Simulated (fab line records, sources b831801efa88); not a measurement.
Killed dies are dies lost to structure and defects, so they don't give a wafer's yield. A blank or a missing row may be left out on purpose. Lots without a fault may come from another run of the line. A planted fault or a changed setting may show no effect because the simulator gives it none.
A struck lot beside a sound one | flow gf180mcu | 28 steps out of a route of 602
Sound: wafers L670.2, L670.5, L670.6. Struck: wafers L678.1, L678.5, L678.6. The cause comes at the end.
At each step with rows: each side's tool, then ch and its chambers, then its first start. Under that, the readings that differ: sound wafers | struck wafers | difference of the means | sigmas: that difference in standard deviations of wafers without a fault.
alike: readings whose means differ by less than 2 such deviations, and words and numbers that are the same on both sides. not compared: withheld readings, readings that some wafer has no value for, bounds like >300 that may hide the same value, and numbers for which the record gives no deviation and whose values overlap.
The two part at a step that has a row with sigmas, a row that says differs or no value, or rows on one side only. Numbers that don't overlap but have no deviation are shown without sigmas and don't part them. A reading that every wafer of one side lacks parts them only if that side has two wafers or more.

first, 1 step without rows for these wafers: GF_CONTACT_ETCH_16 (etches BARC in N2/H2).
GF_CONTACT_ETCH_17: etches SiO2 in C4F8/O2/Ar, stops on CoSi2, target depth 860 nm.
  sound on rie_diel-03 ch 1,2,3; struck on rie_diel-02 ch 0,3
  alike: oes_product_au
GF_CONTACT_STRIP_18: strips in O2/N2.
  sound on plasma_asher-01 ch 0,1, day 18 23:12; struck on plasma_asher-01 ch 0,1, day 21 21:18
  alike: drypump_motor_current_A, heater_power_w, oes_product_au
  not compared: rf_hours_counter_h
then, 3 steps without rows for these wafers: GF_CONTACT_CLEAN_19 (cleans in SPM); GF_CONTACT_CLEAN_20 (cleans in DIW); GF_CONTACT_CLEAN_21 (cleans in dHF, time 20 s).
GF_CONTACT_SPUTTER_22: material Ti, target thk 15 nm, time 80.02 s.
  sound on pvd_sputter-02, day 18 23:31; struck on pvd_sputter-02, day 21 21:36
  alike: cathode_dc_power_W, chamber_pressure_pa, throttle_valve_pct
then, 2 steps without rows for these wafers: GF_CONTACT_SPUTTER_23 (material TiN, target thk 10 nm, time 40 s); GF_CONTACT_CVD_24 (deposits W, target thk 300 nm, time 90.339 s).
GF_CONTACT_RS_MEAS_25: measures by four-point-probe.
  sound on film_metro-02, day 18 23:44; struck on film_metro-04, day 21 21:48
  alike: CONTACT_W_RS
GF_CONTACT_THK_MEAS_26: measures by xrf.
  sound on film_metro-02, day 18 23:50; struck on film_metro-04, day 21 21:55
  reading            | sound       | struck      | difference | sigmas
  CONTACT_W_THK (nm) | 289 287 287 | 281 282 282 | -6         | -2
then, 1 step without rows for these wafers: GF_CONTACT_CMP_27 (polishes, stops on SiO2, t overpolish 15 s, target thk 0 nm).
GF_M1_SPUTTER_00: material Ti, target thk 37.5 nm, time 150 s.
  sound on pvd_sputter-04, day 19 00:31; struck on pvd_sputter-04, day 21 22:17
  no value came back on the struck wafers for cathode_dc_power_W (W), chamber_pressure_pa (Pa), throttle_valve_pct (%); on the sound wafers cathode_dc_power_W (W) reads 4000.7 4001.2 4000.0
then, 2 steps without rows for these wafers: GF_M1_SPUTTER_01 (material TiN, target thk 30 nm, time 25 s); GF_M1_SPUTTER_02 (material AlCu, target thk 450 nm, time 23.9 s).
GF_M1_SPUTTER_03: material Ti, target thk 10 nm, time 6.7 s.
  sound on pvd_sputter-04, day 19 00:41; struck on pvd_sputter-04, day 21 22:26
  alike: cathode_dc_power_W, chamber_pressure_pa, throttle_valve_pct
then, 8 steps without rows for these wafers: GF_M1_SPUTTER_04 (material TiN, target thk 50 nm, time 41.7 s); GF_M1_DEHYDRATE_07 (time 60 s); GF_M1_HMDS_08 (prime time 60 s); GF_M1_COAT_09 (resist thk 1000 nm); GF_M1_SOFTBAKE_10 (time 60 s); GF_M1_EXPOSE_11 (exposes mask Metal1, target cd 230 nm); GF_M1_PEB_12 (peb time 90 s); GF_M1_DEVELOP_13 (develop time 60 s).
GF_M1_CD_MEAS_14: target cd 230 nm.
  sound on cd_sem-02, day 20 00:54; struck on cd_sem-02, day 22 21:39
  alike: cd_nm
GF_M1_OVL_MEAS_15:
  sound on overlay-02, day 20 01:01; struck on overlay-01, day 22 21:46
  alike: M1_OVL
GF_M1_METAL_ETCH_16: etches the open film in Cl2/BCl3, stops on SiO2, target depth 627.5 nm, time 104.6 s.
  sound on rie_metal-01 ch 0,1, day 20 01:02; struck on rie_metal-03 ch 1, day 22 21:49
  reading                | sound                | struck               | difference | sigmas
  oes_product_au (a.u.)  | 0.966 0.965 0.969    | 0.994 0.995 0.996    | +0.028     | +4
  throttle_valve_pct (%) | 28.261 28.255 28.244 | 28.219 28.213 28.223 | -0.035     | -3
  alike: drypump_motor_current_A, mfc_cl2_sccm
  not compared: rf_hours_counter_h
GF_M1_STRIP_17: strips in O2/N2.
  sound on plasma_asher-02 ch 0,1, day 20 01:09; struck on plasma_asher-01 ch 0,1, day 22 22:02
  alike: drypump_motor_current_A, heater_power_w, oes_product_au, strip_time_to_endpoint_s
  not compared: rf_hours_counter_h

WHERE THEY PART
First at GF_CONTACT_THK_MEAS_26; last, within this record, at GF_M1_METAL_ETCH_16. Later steps at which nothing parts them and some readings are alike: GF_M1_STRIP_17.

WHY: what the simulator had put in
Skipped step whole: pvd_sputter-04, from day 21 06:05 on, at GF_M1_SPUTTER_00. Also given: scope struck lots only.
